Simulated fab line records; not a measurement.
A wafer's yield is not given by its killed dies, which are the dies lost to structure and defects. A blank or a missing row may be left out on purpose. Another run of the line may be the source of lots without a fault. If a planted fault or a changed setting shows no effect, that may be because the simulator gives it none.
Struck lot and sound lot, side by side || flow sky130 || 22 steps out of a route of 708
Sound: wafers L571.2, L571.3, L571.6. The struck wafers were L564.3, L564.5, L564.6. The cause comes at the end.
Per side, at each step with rows, come the tool, then ch with its chambers, and then its first start. Under that, the readings that differ: sound wafers || struck wafers || difference of the means || sigmas: that difference in standard deviations of wafers without a fault.
alike: words and numbers the same on both sides, and readings whose means are apart by under 2 such deviations; not compared: readings that were withheld, readings missing a value for some wafer, numbers with overlapping values and no deviation given by the record, and bounds like >300 which may hide the same value.
Wherever a step has rows on one side only, a row that says differs or no value, or a row with sigmas, the two part there. Numbers that don't overlap but have no deviation are shown without sigmas and don't part them. Lack of a reading on every wafer of one side parts them only where that side has two or more wafers.

first, 2 steps without rows for these wafers: SKY_POLY_GATE_CLEAN_19 (cleans in SC1/SC2, time 150 s); SKY_POLY_GATE_OXIDATION_20 (stabilise 600 s, purge 300 s, target thk 4 nm).
SKY_POLY_GATE_THK_MEAS_21:
  struck on film_metro-02, day 20 14:25; sound on film_metro-02, day 22 22:49
{"reading": "POLY_GATE_OXIDATION_THK (nm)", "sound": "4.17 4.10 4.13", "struck": "3.89 3.89 3.98", "difference": -0.21, "sigmas": -3}
SKY_POLY_GATE_CD_MEAS_22:
  struck on cd_sem-01, day 20 14:31; sound on cd_sem-01, day 22 22:53
  alike: cd_nm
then, 7 steps without rows for these wafers: SKY_LDD_N_DEHYDRATE_00 (time 60 s); SKY_LDD_N_HMDS_01 (prime time 60 s); SKY_LDD_N_COAT_02 (resist thk 300 nm); SKY_LDD_N_SOFTBAKE_03 (time 60 s); SKY_LDD_N_EXPOSE_04 (exposes mask NTM, target cd 840 nm); SKY_LDD_N_PEB_05; SKY_LDD_N_DEVELOP_06 (develop time 60 s).
SKY_LDD_N_OVL_MEAS_07:
  struck on overlay-01, day 21 21:03; sound on overlay-02, day 24 04:35
  alike: LDD_N_OVL
SKY_LDD_N_IMPLANT_08:
  sound on implanter-03 ch 0, day 24 04:39; struck on implanter-02, day 21 21:08
  no value came back on the struck wafers for beam_energy_keV, beam_on_s (s), faraday_current_uA, rotation_deg (degrees); on the sound wafers beam_energy_keV reads 20.001 19.999 20.009
then, 7 steps without rows for these wafers: SKY_LDD_N_IMPLANT_09; SKY_LDD_N_IMPLANT_10; SKY_LDD_N_IMPLANT_11; SKY_LDD_N_IMPLANT_12; SKY_LDD_N_IMPLANT_13; SKY_LDD_N_IMPLANT_14; SKY_LDD_N_IMPLANT_15.
SKY_LDD_N_STRIP_16: strips in O2/N2.
  sound on plasma_asher-01 ch 0,1, day 24 05:49; struck on plasma_asher-04 ch 0,1, day 21 22:19
{"reading": "strip_time_to_endpoint_s (s)", "sound": "4.311 4.313 4.326", "struck": "4.125 4.136 4.143", "difference": -0.182, "sigmas": -13}
  alike: drypump_motor_current_A, oes_product_au
  not compared: rf_hours_counter_h
SKY_LDD_N_TW_MEAS_17:
  struck on film_metro-02, day 21 22:24; sound on film_metro-03, day 24 05:56
{"reading": "LDD_N_TW", "sound": "2592 2580 2590", "struck": "2435 2436 2438", "difference": -151, "sigmas": -11}

## WHERE THEY PART
Last at SKY_LDD_N_TW_MEAS_17 as far as this record goes, first at SKY_POLY_GATE_THK_MEAS_21.

WHY: the cause the simulator had injected
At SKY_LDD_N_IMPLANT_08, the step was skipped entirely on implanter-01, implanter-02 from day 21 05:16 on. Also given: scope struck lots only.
